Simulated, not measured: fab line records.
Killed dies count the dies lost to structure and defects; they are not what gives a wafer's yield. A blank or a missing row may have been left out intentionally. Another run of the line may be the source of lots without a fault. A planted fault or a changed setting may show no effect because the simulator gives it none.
Which tool was responsible? ; flow sky130 ; 13 lots, 39 wafers sampled, at 3 steps of a route of 708

## WHAT THE GAUGES READ, wafer by wafer
SKY_VIA4_OVL_MEAS_11. Usual: for VIA4_OVL the level is 0.6 nm and the standard deviation is 1.4.
lot;measured;on;VIA4_OVL (nm);flag
L386;day 43 17:04;overlay-02;1.2 0.0 1.6;
L385;day 43 19:25;overlay-02;0.6 1.0 -1.4;
L387;day 44 05:28;overlay-02;1.3 0.4 -1.4;
L389;day 44 12:07;overlay-01;1.0 -1.3 0.8;
L390;day 44 18:25;overlay-01;0.3 1.1 0.5;
L391;day 45 01:09;overlay-02;0.8 1.4 0.9;
L393;day 45 12:36;overlay-02;2.1 1.1 1.6;
L399;day 47 01:39;overlay-02;0.0 -1.1 -0.1;
L401;day 47 09:43;overlay-01;1.0 1.5 2.2;
L402;day 47 14:00;overlay-01;1.1 -2.4 0.5;
L403;day 47 20:18;overlay-02;3.0 3.7 3.0;
L404;day 48 01:18;overlay-02;-1.1 0.7 0.2;
L406;day 48 14:13;overlay-02;0.6 0.6 1.4;

## WHICH TOOL RAN EACH LOT (tool, then ch and the chambers of the sampled wafers, then the start)
lot;SKY_METAL1_SPUTTER_02;SKY_VIA4_CMP_02
L386;pvd-sputter-03, day 32 20:16;cmp-02 ch 0,2, day 42 18:15
L385;pvd-sputter-02, day 32 21:04;cmp-02 ch 0,1,3, day 42 20:16
L387;pvd-sputter-03, day 33 08:50;cmp-01 ch 1,2, day 43 06:56
L389;pvd-sputter-03, day 33 19:06;cmp-01 ch 0,1, day 43 13:34
L390;pvd-sputter-04, day 34 00:34;cmp-01 ch 0,1,2, day 43 19:37
L391;pvd-sputter-03, day 34 07:11;cmp-02 ch 0,1,3, day 44 02:26
L393;pvd-sputter-03, day 34 22:17;cmp-01 ch 1,2,3, day 44 14:11
L399;pvd-sputter-02, day 36 19:17;cmp-02 ch 1,3, day 46 05:13
L401;pvd-sputter-04, day 37 01:25;cmp-02 ch 0,1,2, day 46 13:07
L402;pvd-sputter-02, day 37 08:13;cmp-02 ch 1,2,3, day 46 17:44
L403;pvd-sputter-04, day 37 20:39;cmp-01 ch 0,1,3, day 46 23:18
L404;pvd-sputter-04, day 38 00:40;cmp-02 ch 0,3, day 47 06:07
L406;pvd-sputter-03, day 38 17:56;cmp-02 ch 1,2, day 47 18:38
- SKY_METAL1_SPUTTER_02: material AlCu, target thk 250 nm, time 13.3 s.
- SKY_VIA4_CMP_02: polishes SiO2.

## AS READ BY THE TOOLS THEMSELVES (means over the sampled wafers that have a number; for cases with no such wafer, the mark the record gives instead)
SKY_METAL1_SPUTTER_02. Usual: throttle-valve-pct reads 30.4 % (standard deviation 1.4).
lot;tool;throttle-valve-pct (%);flag
L386;pvd-sputter-03;31.1;
L385;pvd-sputter-02;30.9;
L387;pvd-sputter-03;29.9;
L389;pvd-sputter-03;32.5;
L390;pvd-sputter-04;30.0;
L391;pvd-sputter-03;31.3;
L393;pvd-sputter-03;31.8;
L399;pvd-sputter-02;30.3;
L401;pvd-sputter-04;29.3;
L402;pvd-sputter-02;30.9;
L403;pvd-sputter-04;29.1;
L404;pvd-sputter-04;29.8;
L406;pvd-sputter-03;32.6;

SKY_VIA4_CMP_02. Usual: edge-zone-pressure-frac 1.000, standard deviation 0.0051; motor-current-A 11.5 A, standard deviation 1.
lot;tool;edge-zone-pressure-frac;motor-current-A (A);flag
L386;cmp-02;0.998;11.0;
L385;cmp-02;0.999;11.6;
L387;cmp-01;1.000;11.7;
L389;cmp-01;1.003;13.2;
L390;cmp-01;1.002;13.2;
L391;cmp-02;1.001;11.4;
L393;cmp-01;0.999;12.3;
L399;cmp-02;1.002;11.2;
L401;cmp-02;1.002;11.1;
L402;cmp-02;1.003;10.6;
L403;cmp-01;0.995;12.6;
L404;cmp-02;0.998;11.2;
L406;cmp-02;0.998;11.0;

## THE ANSWER, worked out from the rows above alone
Rule: lot off if the mean of its wafers having a number is beyond 3 standard deviations from the usual mean. A lot without any number at a reading at which 4 lots or more have one is off too. Where the step has rows for the other lots, those lots are counted as sound. The gauges are gone through in route order, then the tools' own readings, and for those a lot's mean is taken as printed above. At the first step where some lot is off, the reading lying furthest off is the one used; lots without a number count as furthest.
Across all readings shown, no lot is off: no conclusion can be drawn from this.

## WHAT THE SIMULATOR HAD PUT IN
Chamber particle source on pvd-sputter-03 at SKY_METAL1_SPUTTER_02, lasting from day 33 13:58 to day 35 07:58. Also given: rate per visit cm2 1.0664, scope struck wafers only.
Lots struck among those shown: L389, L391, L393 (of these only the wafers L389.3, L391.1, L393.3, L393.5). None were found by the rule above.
